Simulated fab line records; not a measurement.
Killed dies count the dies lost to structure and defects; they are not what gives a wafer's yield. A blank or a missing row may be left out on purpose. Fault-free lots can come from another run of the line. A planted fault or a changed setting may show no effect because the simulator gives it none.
Lot-split experiment / flow sfqLine / 23 wafers read from 5 lots, route of 325 steps

ON THE SPLIT
At SFQ_TRILAYER_JJ_TRILAYER_DEP_SPUTTER_112 (material Nb, target thk 170 nm, time 113.3 s), the setting powerW was moved away from the recipe's 2000 W on 8 of the 23 wafers read, by -6.2% to +10.7%. This setting was run at the recipe's value on the other wafers.

Between the split and the reading, the file records no step.

THE READING
At SFQ_JJ_RS_MEAS_929, a four-point-probe measurement gives JJ_NB_RS in ohm/sq. A value of 1.041 ohm/sq with a standard deviation of 0.012 ohm/sq is what fault-free wafers of this fab line usually give.

wafer=L078.1; tool, chamber at the split=pvdSputter-03, -; powerW as run, W=2085; against the recipe=+4.2%; JJ_NB_RS, ohm/sq=0.985; against lot-mates on the recipe=-0.053
wafer=L078.2; tool, chamber at the split=pvdSputter-03, -; powerW as run, W=2000; against the recipe=recipe; JJ_NB_RS, ohm/sq=1.042; against lot-mates on the recipe=-
wafer=L078.3; tool, chamber at the split=pvdSputter-03, -; powerW as run, W=2085; against the recipe=+4.2%; JJ_NB_RS, ohm/sq=0.982; against lot-mates on the recipe=-0.056
wafer=L078.5; tool, chamber at the split=pvdSputter-03, -; powerW as run, W=2000; against the recipe=recipe; JJ_NB_RS, ohm/sq=1.034; against lot-mates on the recipe=-
wafer=L078.6; tool, chamber at the split=pvdSputter-03, -; powerW as run, W=2085; against the recipe=+4.2%; JJ_NB_RS, ohm/sq=0.983; against lot-mates on the recipe=-0.055
wafer=L080.3; tool, chamber at the split=pvdSputter-03, -; powerW as run, W=2000; against the recipe=recipe; JJ_NB_RS, ohm/sq=1.046; against lot-mates on the recipe=-
wafer=L080.4; tool, chamber at the split=pvdSputter-03, -; powerW as run, W=2000; against the recipe=recipe; JJ_NB_RS, ohm/sq=1.062; against lot-mates on the recipe=-
wafer=L080.5; tool, chamber at the split=pvdSputter-03, -; powerW as run, W=2000; against the recipe=recipe; JJ_NB_RS, ohm/sq=1.045; against lot-mates on the recipe=-
wafer=L082.1; tool, chamber at the split=pvdSputter-04, -; powerW as run, W=1877; against the recipe=-6.2%; JJ_NB_RS, ohm/sq=1.122; against lot-mates on the recipe=+0.072
wafer=L082.2; tool, chamber at the split=pvdSputter-04, -; powerW as run, W=1877; against the recipe=-6.2%; JJ_NB_RS, ohm/sq=1.122; against lot-mates on the recipe=+0.072
wafer=L082.3; tool, chamber at the split=pvdSputter-04, -; powerW as run, W=1877; against the recipe=-6.2%; JJ_NB_RS, ohm/sq=1.124; against lot-mates on the recipe=+0.074
wafer=L082.5; tool, chamber at the split=pvdSputter-04, -; powerW as run, W=2000; against the recipe=recipe; JJ_NB_RS, ohm/sq=1.045; against lot-mates on the recipe=-
wafer=L082.6; tool, chamber at the split=pvdSputter-04, -; powerW as run, W=2000; against the recipe=recipe; JJ_NB_RS, ohm/sq=1.056; against lot-mates on the recipe=-
wafer=L083.1; tool, chamber at the split=pvdSputter-04, -; powerW as run, W=2000; against the recipe=recipe; JJ_NB_RS, ohm/sq=1.061; against lot-mates on the recipe=-
wafer=L083.3; tool, chamber at the split=pvdSputter-04, -; powerW as run, W=2000; against the recipe=recipe; JJ_NB_RS, ohm/sq=1.042; against lot-mates on the recipe=-
wafer=L083.4; tool, chamber at the split=pvdSputter-04, -; powerW as run, W=2000; against the recipe=recipe; JJ_NB_RS, ohm/sq=1.043; against lot-mates on the recipe=-
wafer=L083.5; tool, chamber at the split=pvdSputter-04, -; powerW as run, W=2000; against the recipe=recipe; JJ_NB_RS, ohm/sq=1.056; against lot-mates on the recipe=-
wafer=L083.6; tool, chamber at the split=pvdSputter-04, -; powerW as run, W=2000; against the recipe=recipe; JJ_NB_RS, ohm/sq=1.048; against lot-mates on the recipe=-
wafer=L084.1; tool, chamber at the split=pvdSputter-03, -; powerW as run, W=2215; against the recipe=+10.7%; JJ_NB_RS, ohm/sq=0.941; against lot-mates on the recipe=-0.103
wafer=L084.2; tool, chamber at the split=pvdSputter-03, -; powerW as run, W=2000; against the recipe=recipe; JJ_NB_RS, ohm/sq=1.047; against lot-mates on the recipe=-
wafer=L084.3; tool, chamber at the split=pvdSputter-03, -; powerW as run, W=2215; against the recipe=+10.7%; JJ_NB_RS, ohm/sq=0.938; against lot-mates on the recipe=-0.106
wafer=L084.4; tool, chamber at the split=pvdSputter-03, -; powerW as run, W=2000; against the recipe=recipe; JJ_NB_RS, ohm/sq=1.058; against lot-mates on the recipe=-
wafer=L084.6; tool, chamber at the split=pvdSputter-03, -; powerW as run, W=2000; against the recipe=recipe; JJ_NB_RS, ohm/sq=1.028; against lot-mates on the recipe=-

FIT RESULTS
A straight line over all 23 wafers: JJ_NB_RS changes by -0.0113 ohm/sq for each +1% of powerW; r = -0.98; the points scatter about the line by 0.011 ohm/sq.
The same after taking each lot's own level away (the mean of its wafers on the recipe; 23 wafers): -0.0108 ohm/sq for each +1%; r = -0.98; scatter 0.0087 ohm/sq.
Per that fit: largest powerW move, reading shift of 0.12 ohm/sq.
Measured against the standard deviation above, the lots' own levels, which go from 1.0380 to 1.0510 ohm/sq, span 1.1 times it.
Hence the lot-to-lot level has little effect on the slope; both slopes agree.
Check: with one of the wafers moved furthest among these (+10.7%) left out of the fit, the line predicts -0.12 ohm/sq for it against its lot-mates. Against them it came out at -0.103 ohm/sq.

OTHER SPLITS ON THESE WAFERS
Other splits were also applied to these wafers ahead of the reading. Each is held against what the fit with the lots' levels taken away leaves over:
other split on the same wafers=SFQ_TRILAYER_I4_DEP_PECVD_099 timeS; wafers away from the commonest value=5; r with JJ_NB_RS (lot level and that fit taken away)=+0.21

THE WHOLE CHAIN: every reading that the file lists as answering this split, in the file's order
step=SFQ_TRILAYER_JJ_TRILAYER_DEP_SPUTTER_112; what it does=material Nb, target thk 170 nm, time 113.3 s; reading=Nb_of_TRILAYER_JJ_TRILAYER_DEP_SPUTTER_112.thkNm (the simulator's own value, which no gauge read); change (the file's fit)=+1.82 nm for each +1% of the setting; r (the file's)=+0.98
step=SFQ_JJ_RS_MEAS_929; what it does=measures by four-point-probe; reading=JJ_NB_RS; change (the file's fit)=-0.0105 for each +1% of the setting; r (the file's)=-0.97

THE FILE'S OWN FIT
JJ_NB_RS changes by -0.0105 ohm/sq for each +1% of powerW, r = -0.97.
